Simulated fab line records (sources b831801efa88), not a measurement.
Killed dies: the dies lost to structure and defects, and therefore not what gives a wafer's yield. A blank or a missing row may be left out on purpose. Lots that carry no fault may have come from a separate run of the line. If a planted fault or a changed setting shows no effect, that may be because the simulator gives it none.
Which of the tools did it? | flow gf180mcu | at 1 step of a route of 602, 12 lots with 36 wafers sampled

== WHAT EACH GAUGE READ, for each wafer ==
GF_V2_THK_MEAS_25: measures by xrf.
lot  | measured     | on            | V2_W_THK (nm)
L075 | day 21 07:53 | film_metro-02 | 333 334 335
L077 | day 21 19:11 | film_metro-02 | 331 329 328
L079 | day 22 09:01 | film_metro-03 | 343 340 342
L081 | day 23 03:34 | film_metro-01 | 335 335 332
L082 | day 23 23:50 | film_metro-03 | 336 334 335
L085 | day 24 11:23 | film_metro-03 | 337 336 340
L087 | day 25 06:30 | film_metro-02 | 338 335 331
L089 | day 25 20:53 | film_metro-03 | 331 341 337
L091 | day 26 11:34 | film_metro-01 | 333 338 333
L093 | day 27 05:51 | film_metro-01 | 335 331 335
L095 | day 27 16:11 | film_metro-01 | 333 345 337
L097 | day 27 22:08 | film_metro-03 | 344 339 345

== WHICH TOOL RAN EACH LOT (tool, then ch and the chambers of the sampled wafers, then the start) ==
The record holds no process step before these readings.

== THE ANSWER, worked out from the rows above alone ==
Rule: what is usual is taken from the lots themselves. The widest of any qualifying gaps counts: lots, ordered by their means at a reading, are off when they make up no more than a third of the lots, leave a main group of 4 or more, and stand apart from it by 3 or more times the standard deviation of that group's means. A main group whose means are all the same, to the digits that the tables above print for the reading, isn't used. A lot without any number at a reading at which 4 lots or more have one is off too. All remaining lots with rows at the step are treated as sound.
No lot is off on any of the readings shown, so nothing can be concluded from this.

== WHAT THE SIMULATOR HAD PUT IN ==
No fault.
